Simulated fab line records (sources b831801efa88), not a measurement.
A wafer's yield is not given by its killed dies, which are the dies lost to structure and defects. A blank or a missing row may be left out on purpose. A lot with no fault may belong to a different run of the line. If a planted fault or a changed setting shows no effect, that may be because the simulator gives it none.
Chamber matching -- flow sky130 -- SKY_PASSIVATION_CVD_02 on pecvd-04 has 3 sister chambers
The step deposits Si3N4, target thk 540 nm. 14 wafers are shown with their chamber, then 7 later ones without.

EACH WAFER AND ITS CHAMBER
wafer,chamber,heater-power-w (W)
L074.1,2,761
L074.3,1,734
L074.4,2,760
L080.3,0,750
L080.4,0,762
L080.5,2,742
L081.1,2,797
L081.2,0,723
L081.5,2,816
L083.3,0,649
L083.5,0,671
L083.6,1,871
L085.1,0,759
L085.4,1,838

SIGNATURES (means of the wafers above)
reading,chamber 0,chamber 1,chamber 2,scatter within a chamber
heater-power-w,719.00,814.33,775.20,48.2
Rule: distance of a wafer from a chamber = root of the sum over the readings of ((wafer's reading minus chamber's mean) / reading's scatter) squared. The wafer belongs to the nearest chamber; if the next one is less than 2 further off, it can't be placed. The scatter is the square root of a quotient: the sum, over the shown wafers, of each reading's squared deviation from its chamber's mean, divided by wafers minus chambers.

WAFERS WITH NO CHAMBER GIVEN
wafer,heater-power-w (W)
L085.5,719
L087.1,719
L087.2,792
L087.3,690
L091.1,829
L091.2,763
L091.4,607

EACH ONE'S CHAMBER
wafer,from the rows above,in truth
L085.5,can't be placed: 0 or 2 or 1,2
L087.1,can't be placed: 0 or 2 or 1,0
L087.2,can't be placed: 2 or 1 or 0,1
L087.3,can't be placed: 0 or 2 or 1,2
L091.1,can't be placed: 1 or 2 or 0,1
L091.2,can't be placed: 2 or 0 or 1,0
L091.4,can't be placed: 0 or 2 or 1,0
Correctly placed: 0 of 7. Unplaceable from these rows: 7, with the true chamber sitting among the candidates in 7. Placed wrongly: 0.
